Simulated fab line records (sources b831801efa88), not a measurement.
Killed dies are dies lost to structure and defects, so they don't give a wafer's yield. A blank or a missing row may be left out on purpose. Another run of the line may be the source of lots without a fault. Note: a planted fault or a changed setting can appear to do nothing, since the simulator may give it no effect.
A lot that was struck, set against a sound lot    flow sky130    43 steps out of a route of 708
Sound: wafers L684.1, L684.5, L684.6. Wafers struck: L691.1, L691.2, L691.3. The cause is named last.
At each step with rows: each side's tool, then ch and its chambers, then its first start. Under that, the readings that differ: sound wafers    struck wafers    difference of the means    sigmas: that difference in standard deviations of wafers without a fault.
alike: readings whose means differ by less than 2 such deviations, and words and numbers that are the same on both sides. not compared: withheld readings, readings that some wafer has no value for, bounds like >300 that may hide the same value, and numbers for which the record gives no deviation and whose values overlap.
Wherever a step has rows on one side only, a row that says differs or no value, or a row with sigmas, the two part there. Numbers that have no deviation but don't overlap get no sigmas and don't part them. Lack of a reading on every wafer of one side parts them only where that side has two or more wafers.

first, 9 steps without rows for these wafers: SKY_CAPM_CLEAN_17 (cleans in O3/DIW); SKY_METAL3_DEHYDRATE_05 (time 60 s); SKY_METAL3_HMDS_06 (prime time 60 s); SKY_METAL3_COAT_07 (resist thk 60 nm); SKY_METAL3_COAT_08 (resist thk 1140 nm); SKY_METAL3_SOFTBAKE_09 (time 90 s); SKY_METAL3_EXPOSE_10 (exposes mask MM3, target cd 300 nm); SKY_METAL3_PEB_11; SKY_METAL3_DEVELOP_12 (develop time 60 s).
SKY_METAL3_CD_MEAS_13: the cd target is 300 nm.
  struck on cd_sem-02, day 41 14:43; sound on cd_sem-02, day 39 14:46
  alike: cd_nm
SKY_METAL3_OVL_MEAS_14:
  struck on overlay-02, day 41 14:50; sound on overlay-01, day 39 14:53
  alike: METAL3_OVL
SKY_METAL3_DESCUM_15: chemistry O2, time 8 s.
  sound on rie_metal-01 ch 0,1, day 39 14:55; struck on rie_metal-01 ch 0,1, day 41 14:53
  alike: drypump_motor_current_A, oes_product_au
  not compared: rf_hours_counter_h
SKY_METAL3_ETCH_16: etches BARC in N2/H2, stops on SiO2, time 88.2 s, target depth 60 nm.
  sound on rie_metal-01 ch 0,1, day 39 14:56; struck on rie_metal-01 ch 0,1, day 41 14:55
  alike: drypump_motor_current_A, oes_product_au, throttle_valve_pct
  not compared: rf_hours_counter_h
SKY_METAL3_ETCH_17: etches SiO2 in C4F8/O2/Ar, stops on TiN, time 3.9 s, target depth 15 nm.
  sound on rie_diel-02 ch 0,1,3, day 39 15:02; struck on rie_diel-03 ch 1,2,3, day 41 15:01
  alike: oes_product_au
  not compared: rf_hours_counter_h
SKY_METAL3_METAL_ETCH_18: etches the open film in Cl2/BCl3, stops on SiO2, target depth 845 nm, time 183.1 s.
  sound on rie_metal-04 ch 0,1, day 39 15:04; struck on rie_metal-03 ch 0,1, day 41 15:02
  alike: drypump_motor_current_A, oes_product_au, throttle_valve_pct
  not compared: rf_hours_counter_h
SKY_METAL3_STRIP_19: strips in O2/N2.
  sound on plasma_asher-02 ch 0,1, day 39 15:14; struck on plasma_asher-01 ch 0,1, day 41 15:13
  alike: drypump_motor_current_A, oes_product_au, strip_time_to_endpoint_s
  not compared: rf_hours_counter_h
then, 4 steps without rows for these wafers: SKY_METAL3_STRIP_20 (strips in post etch residue remover, time 1200 s); SKY_METAL3_CLEAN_21 (cleans in IPA, time 180 s); SKY_METAL3_CLEAN_22 (cleans in O3/DIW); SKY_VIA3_HDPCVD_00 (deposits SiO2, target thk 1635 nm, time 272.5 s).
SKY_VIA3_THK_MEAS_01:
  struck on film_metro-02, day 41 15:58; sound on film_metro-01, day 39 16:00
  alike: VIA3_HDPCVD_THK
SKY_VIA3_CMP_02: polishes SiO2.
  sound on cmp-02 ch 0,1, day 39 16:07; struck on cmp-02 ch 1,2,3, day 41 16:02
reading                  sound              struck             difference  sigmas
edge_zone_pressure_frac  0.993 0.993 0.994  0.998 1.014 1.004  +0.012      +2
  alike: motor_current_A, slurry_flow_ml_min
SKY_VIA3_BOW_MEAS_03:
  struck on film_metro-04, day 41 16:20; sound on film_metro-02, day 39 16:22
  alike: VIA3_BOW
then, 8 steps without rows for these wafers: SKY_VIA3_DEHYDRATE_04 (time 60 s); SKY_VIA3_HMDS_05 (prime time 60 s); SKY_VIA3_COAT_06 (resist thk 60 nm); SKY_VIA3_COAT_07 (resist thk 450 nm); SKY_VIA3_SOFTBAKE_08 (time 90 s); SKY_VIA3_EXPOSE_09 (exposes mask VIM3, target cd 200 nm); SKY_VIA3_PEB_10; SKY_VIA3_DEVELOP_11 (develop time 60 s).
SKY_VIA3_CD_MEAS_12: the cd target is 200 nm.
  struck on cd_sem-02, day 42 16:07; sound on cd_sem-01, day 40 17:46
  alike: cd_nm
SKY_VIA3_OVL_MEAS_13:
  struck on overlay-02, day 42 16:14; sound on overlay-02, day 40 17:53
  alike: VIA3_OVL
then, 8 steps without rows for these wafers: SKY_VIA3_ETCH_14 (etches BARC in N2/H2, stops on SiO2, time 45.9 s, target depth 60 nm); SKY_VIA3_ETCH_15 (etches SiO2 in C4F8/O2/Ar, stops on TiN, target depth 507 nm, time 78 s); SKY_VIA3_STRIP_16 (strips in O2/N2); SKY_VIA3_STRIP_17 (strips in post etch residue remover, time 1200 s); SKY_VIA3_CLEAN_18 (cleans in IPA, time 180 s); SKY_VIA3_CLEAN_19 (cleans in O3/DIW); SKY_VIA3_SPUTTER_20 (material TiN, target thk 20 nm, time 80 s); SKY_VIA3_CVD_21 (deposits W, target thk 390 nm, time 117.31 s).
SKY_VIA3_RS_MEAS_22: the measuring method here is four-point-probe.
  struck on film_metro-02, day 42 17:14; sound on film_metro-02, day 40 18:48
  alike: VIA3_W_RS
-- the record jumps here: 6 days lie between the struck wafers' starts before and after (it left off in module VIA3 and takes up again in module PAD_OPEN, whose first step shown is number 708 of the route) --
SKY_PAD_OPEN_PROBE_99:
  struck on prober-02, day 48 09:12; sound on prober-02, day 46 17:57
reading                                sound               struck             difference  sigmas
defect_limited_yield (%)               81.5 83.9 82.9      74.2 72.6 73.0     -9.5        -5
killed_at_M0_to_M3                     46 37 45            98 95 94           +53         +7
killed_dies                            91 79 84            127 135 133        +47         +5
sort_bin_3_pad_short (%)               1.6 0.2 1.0         4.1 4.9 5.1        +3.8        +9
sort_bin_5_function (%)                10.8 10.6 10.0      17.5 14.2 14.4     +4.9        +3
sort_n_pass                            401 413 408         365 357 359        -47         -5
sort_yield_pct (%)                     81.5 83.9 82.9      74.2 72.6 73.0     -9.5        -5
model.etest.tester.sort_n_pass         401 413 408         365 357 359        -47         
model.etest.tester.sort_yield_pct (%)  81.5 83.94 82.93    74.19 72.56 72.97  -9.55       
model.etest.tester.sort_bin_5_pct (%)  10.77 10.57 9.959   17.48 14.23 14.43  +4.95       
model.etest.tester.sort_bin_3_pct (%)  1.626 0.2033 1.016  4.065 4.878 5.081  +3.726      
  alike: killed_at_M4_up, killed_at_contacts, killed_at_front_end, killed_at_other, killed_open, killed_short, sort_bin_6_memory

## WHERE THEY PART
First at SKY_VIA3_CMP_02; last, within this record, at SKY_PAD_OPEN_PROBE_99.

WHY: what the simulator had put in
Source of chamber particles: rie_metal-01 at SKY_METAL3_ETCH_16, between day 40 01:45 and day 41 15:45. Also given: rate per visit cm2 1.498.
